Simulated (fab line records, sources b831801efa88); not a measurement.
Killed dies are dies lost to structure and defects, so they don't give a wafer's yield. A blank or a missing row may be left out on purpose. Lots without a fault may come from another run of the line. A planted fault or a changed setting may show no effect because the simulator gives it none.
fab line records | flow sfq_line
record lots=6 wafers=18 last_day=94
route steps=325 shown R5@216 I5@228 C5@240
lots that met no fault: from a run of the same line without faults
start_h: hours from the record's first day to the start of the lot's first wafer shown | wait_h: hours since the lot's step before | " the same as in the row above | L1.1+2: a row that stands for several wafers | - no value, or no start given | * or withheld: withheld | < > ~ a bound
route shown NAME@n: a module of which the file shows steps, and the number in the route of the first | usual: mean/standard deviation of fault-free wafers | same: alike in all rows | chamber/n: place in a boat | sites: the reading at each site | _std_site: their standard deviation | _edge_site: outer sites' mean less inner sites' | radius_mm: how far each site lies from the wafer's centre | mask NAME#n: copy n | behind: the tool/chamber that last shaped the wafer | hold: why the lot was held/for how many hours/how that ended | device: the transistor (n, p or np) that didn't switch | end of line: the same wafers' tests at the end of the route | a step without rows: its recipe alone | killed: dies lost to structure and defects at the first sort, not the wafer's yield | map: a wafer's dies, x killed, . not, _ none there
set.NAME: the setting as run; set.NAME@STEP: as run at that earlier step | model.NAME: the simulator's own value behind a step, which no gauge read
lots at some steps of the route; a table a step, a row a wafer
services: from which hour (start_h, from the record's first day; less than 0 if before it) a tool's chamber was out of use, for how many hours, and why
## steps
# step SFQ_R5_THK_MEAS_934
# recipe thk_meas_gauge=xrf reads=MoNx_of_TRILAYER_R5_DEP_SPUTTER_133
# usual R5_MONX_THK=39.4/0.64
# columns lot.wafer tool chamber start_h wait_h R5_MONX_THK[nm]
L409.1 film_metro-02 - 1413.50 0.1 39.3
L409.2 " - " " 40.4
L409.5 " - " " 40.2
L416.1 film_metro-03 - 1494.39 0.1 38.2
L416.3 " - " " 38.5
L416.4 " - " " 39.5
L418.1 film_metro-03 - 1521.14 0.1 38.9
L418.5 " - " " 38.7
L418.6 " - " " 39.2
L421.3 film_metro-02 - 1528.69 0.1 38.3
L421.4 " - " " 39.0
L421.6 " - " " 38.6
L428.1 film_metro-03 - 1543.22 0.1 38.7
L428.3 " - " " 39.3
L428.5 " - " " 40.0
L430.3 film_metro-02 - 1548.04 0.1 40.6
L430.5 " - " " 40.3
L430.6 " - " " 40.8
# step SFQ_TRILAYER_R5_LITHO_COAT_141
# recipe resist=BARC spin_rpm=3000 resist_thk_nm=62
# step SFQ_TRILAYER_R5_LITHO_COAT_136
# recipe resist=KrF spin_rpm=3000 resist_thk_nm=600
# step SFQ_TRILAYER_R5_LITHO_SOFTBAKE_140
# recipe temp_c=withheld time_s=withheld resist=KrF
# step SFQ_TRILAYER_R5_LITHO_EXPOSE_137
# recipe mask_id=R5 na=0.6 source_shape=conventional sigma_outer=0.65 target_cd_nm=500 dose_mj=14.4
# step SFQ_TRILAYER_R5_LITHO_PEB_139
# recipe peb_temp_c=115 peb_time_s=60 resist=KrF
# step SFQ_TRILAYER_R5_LITHO_DEVELOP_138
# recipe time_s=60 resist=KrF
# step SFQ_R5_OVL_MEAS_935
# usual R5_OVL=-3/6.8
# columns lot.wafer tool chamber start_h wait_h R5_OVL[nm]
L409.1 overlay-01 - 1427.27 0.1 -13
L409.2 " - " " 4
L409.5 " - " " -8
L416.1 overlay-01 - 1608.50 0.1 3
L416.3 " - " " 0
L416.4 " - " " -6
L418.1 overlay-02 - 1629.47 0.1 -19
L418.5 " - " " -15
L418.6 " - " " -17
L421.3 overlay-02 - 1634.28 0.1 -12
L421.4 " - " " -3
L421.6 " - " " -3
L428.1 overlay-02 - 1649.27 0.1 -15
L428.3 " - " " -12
L428.5 " - " " -15
L430.3 overlay-02 - 1651.68 0.1 -5
L430.5 " - " " -9
L430.6 " - " " 1
# step SFQ_TRILAYER_R5_BARC_OPEN_METAL_ETCH_177
# recipe mask_material=PR chemistry=O2 target_depth_nm=125 target=BARC icp_w=600 bias_w=80 pressure_mtorr=10 time_s=41.7
# usual chamber_pressure_mTorr=10.000/0.0086 drypump_motor_current_A=5.7/0.51 oes_product_au=0.686/0.0045 rf_fwd_power_W=592.9/2.7
# columns lot.wafer tool chamber start_h wait_h chamber_pressure_mTorr drypump_motor_current_A oes_product_au rf_fwd_power_W rf_hours_counter_h
L409.1 rie_metal-01 1 1427.30 0.0 10.016 5.6 0.684 590.9 34
L409.2 " 1 " " 9.988 5.6 0.694 593.2 -
L409.5 " 1 " " 10.014 5.6 0.690 592.4 -
L416.1 rie_metal-04 0 1608.53 0.0 10.008 6.2 0.687 598.6 30
L416.3 " 0 " " 10.001 6.2 0.680 597.4 -
L416.4 " 1 " " 10.002 5.7 0.688 590.7 -
L418.1 rie_metal-04 1 1629.51 0.0 10.015 5.7 0.687 592.0 99
L418.5 " 1 " " 9.995 5.7 0.688 590.1 -
L418.6 " 0 " " 10.018 6.2 0.688 593.3 -
L421.3 rie_metal-04 1 1634.33 0.0 10.010 5.7 0.684 592.1 -
L421.4 " 0 " " 9.999 6.2 0.684 594.9 -
L421.6 " 0 " " 10.012 6.1 0.686 594.1 -
L428.1 rie_metal-04 0 1649.30 0.0 10.007 6.1 0.683 593.2 38
L428.3 " 0 " " 10.006 6.2 0.685 593.9 -
L428.5 " 0 " " 10.011 6.2 0.689 594.8 -
L430.3 rie_metal-03 0 1651.74 0.1 10.002 5.1 0.677 594.4 -
L430.5 " 0 " " 9.989 5.1 0.684 593.1 -
L430.6 " 0 " " 10.003 5.1 0.690 592.4 -
# step SFQ_TRILAYER_R5_ETCH_METAL_ETCH_139
# recipe stop_on=SiO2 mask_material=PR chemistry=Cl2 target_depth_nm=60 icp_w=600 bias_w=80 pressure_mtorr=10 time_s=40
# usual chamber_pressure_mTorr=10.000/0.0091 drypump_motor_current_A=5.7/0.51 oes_product_au=0.992/0.0067 rf_fwd_power_W=592.6/2.8
# columns lot.wafer tool chamber start_h wait_h chamber_pressure_mTorr drypump_motor_current_A oes_product_au rf_fwd_power_W rf_hours_counter_h
L409.1 rie_metal-01 1 1427.42 0.1 9.998 5.6 0.988 589.3 35
L409.2 " 1 " " 9.992 5.6 0.985 588.2 -
L409.5 " 1 " " 10.002 5.6 0.994 590.8 -
L416.1 rie_metal-04 0 1608.59 0.0 9.991 6.2 0.990 594.2 30
L416.3 " 0 " " 9.992 6.2 0.996 598.5 -
L416.4 " 1 " " 9.999 5.7 0.997 588.8 -
L418.1 rie_metal-04 1 1629.57 0.0 10.000 5.7 1.002 591.3 99
L418.5 " 1 " " 10.004 5.7 0.990 590.2 -
L418.6 " 0 " " 9.997 6.2 0.983 596.0 -
L421.3 rie_metal-04 1 1634.39 0.0 10.017 5.7 1.001 590.7 -
L421.4 " 0 " " 10.012 6.2 0.982 597.1 -
L421.6 " 0 " " 10.014 6.2 0.989 596.9 -
L428.1 rie_metal-04 0 1649.36 0.0 9.992 6.2 0.982 593.8 38
L428.3 " 0 " " 9.988 6.2 0.989 593.8 -
L428.5 " 0 " " 9.998 6.2 0.995 593.6 -
L430.3 rie_metal-03 0 1651.86 0.1 10.002 5.0 0.987 589.5 -
L430.5 " 0 " " 10.011 5.0 0.975 595.4 -
L430.6 " 0 " " 9.995 5.0 0.989 593.1 -
# step SFQ_TRILAYER_R5_STRIP_STRIP_140
# recipe gas=O2 power_w=200 platen_temp_c=40 overash_fraction=0.65 chemistry=O2 pressure_mtorr=50
# step SFQ_TRILAYER_R5_STRIP_SOLV_CLEAN_141
# recipe chemistry=NMP temp_c=70 time_s=600
# step SFQ_TRILAYER_A5C_DEP_PECVD_142
# recipe material=SiO2 temp_c=150 time_s=15.556 pressure_torr=2.4 rf_w=183.3 precursor=SiH4/N2O target_thk_nm=70
# usual heater_power_outer_w=31/11 heater_power_w=86/16 rf_fwd_power_W=179.7/0.96 throttle_valve_pct=24.4/0.92
# columns lot.wafer tool chamber start_h wait_h heater_power_outer_w heater_power_w rf_fwd_power_W throttle_valve_pct
L409.1 pecvd-04 1 1428.93 0.0 28 74 179.4 25.3
L409.2 " 2 " " 42 104 181.0 23.4
L409.5 " 2 " " 42 108 180.4 23.7
L416.1 pecvd-01 1 1609.43 0.0 26 81 179.5 25.5
L416.3 " 0 " " 30 81 179.9 24.0
L416.4 " 2 " " 25 76 179.3 25.0
L418.1 pecvd-01 2 1630.40 0.0 26 74 179.4 25.0
L418.5 " 1 " " 22 75 179.7 25.5
L418.6 " 2 " " 26 76 178.5 24.8
L421.3 pecvd-01 2 1635.21 0.0 20 68 179.0 24.9
L421.4 " 1 " " 25 78 179.9 25.3
L421.6 " 1 " " 26 79 179.0 25.3
L428.1 pecvd-03 2 1650.20 0.0 24 85 179.2 24.9
L428.3 " 0 " " 43 93 181.5 22.9
L428.5 " 1 " " 44 116 176.9 25.0
L430.3 pecvd-04 2 1653.32 0.0 43 111 181.2 24.2
L430.5 " 2 " " 43 109 182.0 23.8
L430.6 " 1 " " 28 74 179.6 25.7
# step SFQ_TRILAYER_I5_LITHO_COAT_149
# recipe resist=BARC spin_rpm=3000 resist_thk_nm=62
# step SFQ_TRILAYER_I5_LITHO_COAT_144
# recipe resist=KrF spin_rpm=3000 resist_thk_nm=650
# step SFQ_TRILAYER_I5_LITHO_SOFTBAKE_148
# recipe temp_c=withheld time_s=withheld resist=KrF
# step SFQ_TRILAYER_I5_LITHO_EXPOSE_145
# recipe mask_id=I5 na=0.6 source_shape=conventional sigma_outer=0.65 target_cd_nm=700 dose_mj=21.3
# step SFQ_TRILAYER_I5_LITHO_PEB_147
# recipe peb_temp_c=115 peb_time_s=60 resist=KrF
# step SFQ_TRILAYER_I5_LITHO_DEVELOP_146
# recipe time_s=60 resist=KrF
# step SFQ_I5_OVL_MEAS_936
# usual I5_OVL=-1/5.1
# columns lot.wafer tool chamber start_h wait_h I5_OVL[nm]
L409.1 overlay-01 - 1561.65 0.1 -8
L409.2 " - " " 1
L409.5 " - " " -3
L416.1 overlay-01 - 1697.27 0.1 4
L416.3 " - " " 1
L416.4 " - " " 9
L418.1 overlay-02 - 1725.99 0.1 1
L418.5 " - " " -2
L418.6 " - " " -1
L421.3 overlay-02 - 1734.41 0.1 2
L421.4 " - " " 3
L421.6 " - " " 8
L428.1 overlay-02 - 1752.52 0.1 -5
L428.3 " - " " 3
L428.5 " - " " -1
L430.3 overlay-02 - 1758.66 0.1 -1
L430.5 " - " " -5
L430.6 " - " " -5
# step SFQ_TRILAYER_I5_BARC_OPEN_VIA_ETCH_200
# recipe mask_material=PR chemistry=O2 target_depth_nm=125 target=BARC source_w=500 bias_w=80 pressure_mtorr=30 time_s=41.7
# usual chamber_pressure_mTorr=29.998/0.026 drypump_motor_current_A=5.5/0.42 oes_product_au=0.685/0.0049 rf_fwd_power_W=494.3/2
# columns lot.wafer tool chamber start_h wait_h chamber_pressure_mTorr drypump_motor_current_A oes_product_au rf_fwd_power_W rf_hours_counter_h
L409.1 rie_diel-01 2 1561.69 0.0 29.976 4.8 0.686 495.6 17
L409.2 " 1 " " 29.951 5.3 0.689 493.9 14
L409.5 " 1 " " 29.984 5.2 0.681 493.5 -
L416.1 rie_diel-01 2 1697.30 0.0 30.000 4.8 0.678 497.6 0
L416.3 " 1 " " 30.017 5.2 0.685 494.5 16
L416.4 " 3 " " 29.996 5.6 0.690 492.4 17
L418.1 rie_diel-04 2 1726.03 0.0 30.004 5.5 0.684 495.3 17
L418.5 " 3 " " 29.907 6.3 0.682 492.3 -
L418.6 " 2 " " 29.990 5.5 0.681 495.0 -
L421.3 rie_diel-04 1 1734.43 0.0 30.020 5.6 0.694 494.4 13
L421.4 " 3 " " 29.972 6.2 0.688 496.2 12
L421.6 " 2 " " 29.998 5.5 0.687 494.1 -
L428.1 rie_diel-04 0 1752.55 0.0 29.990 5.0 0.688 492.9 12
L428.3 " 3 " " 29.994 6.3 0.692 495.4 13
L428.5 " 3 " " 30.013 6.3 0.686 492.7 -
L430.3 rie_diel-04 0 1758.68 0.0 29.986 5.0 0.699 494.7 12
L430.5 " 3 " " 29.997 6.3 0.685 496.2 -
L430.6 " 2 " " 30.016 5.5 0.689 497.0 -
# step SFQ_TRILAYER_I5_ETCH_VIA_ETCH_147
# recipe stop_on=Nb mask_material=PR chemistry=CHF3 target_depth_nm=360 source_w=500 bias_w=80 pressure_mtorr=30 time_s=withheld
# step SFQ_TRILAYER_I5_STRIP_STRIP_148
# recipe gas=O2 power_w=200 platen_temp_c=40 overash_fraction=0.65 chemistry=O2 pressure_mtorr=50
# usual chamber_pressure_mTorr=50.00/0.042 drypump_motor_current_A=5.8/0.56 oes_product_au=1.002/0.016
# columns lot.wafer tool chamber start_h wait_h chamber_pressure_mTorr drypump_motor_current_A oes_product_au rf_hours_counter_h
L409.1 rie_metal-02 1 1561.88 - 50.03 5.8 1.007 73
L409.2 " 0 " " 49.96 6.3 0.996 62
L409.5 " 0 " " 49.99 6.3 0.980 -
L416.1 rie_metal-03 0 1697.49 - 50.01 5.0 0.977 93
L416.3 " 0 " " 50.02 5.0 0.997 -
L416.4 " 1 " " 49.93 6.5 1.003 -
L418.1 rie_metal-03 0 1726.22 - 49.97 5.0 0.966 97
L418.5 " 1 " " 50.03 6.5 1.010 -
L418.6 " 0 " " 50.04 5.0 0.984 -
L421.3 rie_metal-03 1 1734.82 - 50.01 6.6 1.019 -
L421.4 " 0 " " 50.02 5.1 0.979 -
L421.6 " 1 " " 49.94 6.5 1.017 -
L428.1 rie_metal-02 1 1752.74 - 49.96 5.9 1.010 107
L428.3 " 1 " " 50.06 5.9 1.012 -
L428.5 " 0 " " 49.94 6.3 0.996 -
L430.3 rie_metal-02 0 1759.07 - 50.01 6.3 1.000 -
L430.5 " 1 " " 49.93 5.9 1.010 -
L430.6 " 0 " " 49.96 6.3 0.990 -
# step SFQ_TRILAYER_I5_STRIP_SOLV_CLEAN_149
# recipe chemistry=NMP temp_c=70 time_s=600
# step SFQ_TRILAYER_C5_LITHO_COAT_156
# recipe resist=BARC spin_rpm=3000 resist_thk_nm=62
# step SFQ_TRILAYER_C5_LITHO_COAT_151
# recipe resist=KrF spin_rpm=3000 resist_thk_nm=650
# step SFQ_TRILAYER_C5_LITHO_SOFTBAKE_155
# recipe temp_c=withheld time_s=withheld resist=KrF
# step SFQ_TRILAYER_C5_LITHO_EXPOSE_152
# recipe mask_id=C5 na=0.6 source_shape=conventional sigma_outer=0.65 target_cd_nm=500 dose_mj=21.3
# step SFQ_TRILAYER_C5_LITHO_PEB_154
# recipe peb_temp_c=115 peb_time_s=60 resist=KrF
# step SFQ_TRILAYER_C5_LITHO_DEVELOP_153
# recipe time_s=60 resist=KrF
# step SFQ_C5_OVL_MEAS_937
# usual C5_OVL=-1/6.7
# columns lot.wafer tool chamber start_h wait_h C5_OVL[nm]
L409.1 overlay-02 - 1661.27 0.1 8
L409.2 " - " " 5
L409.5 " - " " 10
L416.1 overlay-02 - 1710.39 0.1 4
L416.3 " - " " -1
L416.4 " - " " 4
L418.1 overlay-01 - 1729.24 0.1 -2
L418.5 " - " " -4
L418.6 " - " " -4
L421.3 overlay-01 - 1737.71 0.1 -10
L421.4 " - " " -12
L421.6 " - " " -13
L428.1 overlay-02 - 1864.85 0.1 2
L428.3 " - " " 2
L428.5 " - " " -1
L430.3 overlay-02 - 1868.93 0.1 -1
L430.5 " - " " -7
L430.6 " - " " -3
# step SFQ_TRILAYER_C5_BARC_OPEN_VIA_ETCH_210
# recipe mask_material=PR chemistry=O2 target_depth_nm=125 target=BARC source_w=500 bias_w=80 pressure_mtorr=30 time_s=41.7
# usual chamber_pressure_mTorr=30.004/0.028 drypump_motor_current_A=5.6/0.39 oes_product_au=0.685/0.0048 rf_fwd_power_W=494.6/2.6
# columns lot.wafer tool chamber start_h wait_h chamber_pressure_mTorr drypump_motor_current_A oes_product_au rf_fwd_power_W rf_hours_counter_h
L409.1 rie_diel-02 2 1661.30 0.0 30.048 5.8 0.679 490.9 2
L409.2 " 0 " " 29.949 5.5 0.690 496.1 0
L409.5 " 2 " " 30.012 5.8 0.684 488.6 -
L416.1 rie_diel-01 3 1710.43 0.0 30.011 5.6 0.690 493.9 17
L416.3 " 1 " " 29.966 5.2 0.689 493.9 16
L416.4 " 2 " " 30.009 4.8 0.682 495.2 -
L418.1 rie_diel-03 0 1729.28 0.0 30.025 6.2 0.682 497.3 16
L418.5 " 3 " " 29.975 5.1 0.685 497.2 -
L418.6 " 2 " " 29.988 5.7 0.682 497.0 -
L421.3 rie_diel-01 3 1737.74 0.0 30.036 5.6 0.692 491.6 17
L421.4 " 1 " " 29.935 5.2 0.693 494.7 16
L421.6 " 0 " " 30.028 5.4 0.684 498.2 -
L428.1 rie_diel-03 2 1864.89 0.0 30.029 5.7 0.686 498.7 1
L428.3 " 3 " " 29.998 5.0 0.677 497.5 14
L428.5 " 1 " " 30.016 5.8 0.686 494.3 -
L430.3 rie_diel-03 0 1868.95 0.0 29.996 6.2 0.680 492.4 17
L430.5 " 3 " " 30.011 5.0 0.681 496.8 -
L430.6 " 0 " " 30.015 6.2 0.683 494.0 -
# step SFQ_TRILAYER_C5_ETCH_VIA_ETCH_154
# recipe target=SiO2 mask_material=PR chemistry=CHF3 target_depth_nm=84 source_w=500 bias_w=80 pressure_mtorr=30 time_s=withheld stop_on=Nb
# usual chamber_pressure_mTorr=30.001/0.028 drypump_motor_current_A=5.6/0.39 oes_product_au=0.896/0.0091 rf_fwd_power_W=495.3/2.2
# columns lot.wafer tool chamber start_h wait_h chamber_pressure_mTorr drypump_motor_current_A oes_product_au rf_fwd_power_W
L409.1 rie_diel-02 2 1661.34 0.0 30.008 5.9 0.900 491.8
L409.2 " 0 " " 30.006 5.5 0.904 494.4
L409.5 " 2 " " 30.009 5.8 0.911 491.8
L416.1 rie_diel-01 3 1710.47 0.0 30.001 5.7 0.890 493.2
L416.3 " 1 " " 29.988 5.2 0.886 494.2
L416.4 " 2 " " 29.966 4.8 0.895 500.1
L418.1 rie_diel-03 0 1729.32 0.0 30.043 6.2 0.896 493.9
L418.5 " 3 " " 30.045 5.0 0.785 497.7
L418.6 " 2 " " 30.026 5.7 0.899 497.9
L421.3 rie_diel-01 3 1737.78 0.0 30.012 5.7 0.900 495.7
L421.4 " 1 " " 30.050 5.2 0.775 496.3
L421.6 " 0 " " 30.028 5.4 0.783 497.7
L428.1 rie_diel-03 2 1864.93 0.0 29.965 5.7 0.879 497.8
L428.3 " 3 " " 30.009 5.0 0.898 493.9
L428.5 " 1 " " 30.004 5.8 0.902 498.1
L430.3 rie_diel-03 0 1868.99 0.0 29.962 6.2 0.893 495.8
L430.5 " 3 " " 29.996 5.0 0.908 494.9
L430.6 " 0 " " 30.050 6.2 0.912 493.8
# step SFQ_TRILAYER_C5_STRIP_STRIP_155
# recipe gas=O2 power_w=200 platen_temp_c=40 overash_fraction=0.65 chemistry=O2 pressure_mtorr=50
## services
# columns tool chamber start_h hours kind
rie_diel-03 1 1427.41 16.6 repair
rie_diel-01 1 1451.29 1.7 repair
rie_metal-04 1 1468.30 20.7 repair
rie_diel-03 2 1470.66 3.6 repair
rie_diel-01 1 1485.37 33.5 repair
rie_diel-01 1 1535.32 1.6 repair
rie_diel-01 0 1535.94 6.6 repair
rie_diel-01 2 1645.39 4.7 repair
rie_metal-03 1 1647.80 22.7 repair
rie_diel-01 2 1679.45 7.6 repair
rie_diel-03 0 1680.41 8.4 repair
rie_diel-01 - 1714.67 2.8 pm
rie_diel-03 1 1736.43 2.2 repair
rie_diel-03 0 1739.00 7.9 repair
rie_metal-03 - 1757.88 2.8 pm
rie_diel-03 1 1770.22 4.3 repair
rie_diel-01 3 1783.52 7.4 repair
rie_diel-01 0 1784.70 21.5 repair
rie_metal-03 0 1795.70 9.9 repair
rie_diel-03 0 1805.35 4.3 repair
rie_metal-04 0 1818.42 28.3 repair
rie_diel-01 3 1822.65 11.5 repair
rie_diel-01 0 1831.82 5.3 repair
rie_diel-03 2 1845.45 1.9 repair
## key
first_sign step=SFQ_TRILAYER_C5_ETCH_VIA_ETCH_154 reading=oes_product_au direction=down sigmas=13 usual=0.896 struck=0.781
effect none on later readings
met_at SFQ_TRILAYER_A5C_DEP_PECVD_142
struck_wafers L418.5,L421.4,L421.6
onset_between 1609.43 1630.40
fault kind=site_profile_drift tool=pecvd-01 chamber=1 onset_h=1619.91 steps=SFQ_TRILAYER_A5C_DEP_PECVD_142 basis=fraction max_abs_drift=0.52421 slope_share_per_hr=116.49 site_pattern=0,0,0,0,0,-1,-1,-1,-1
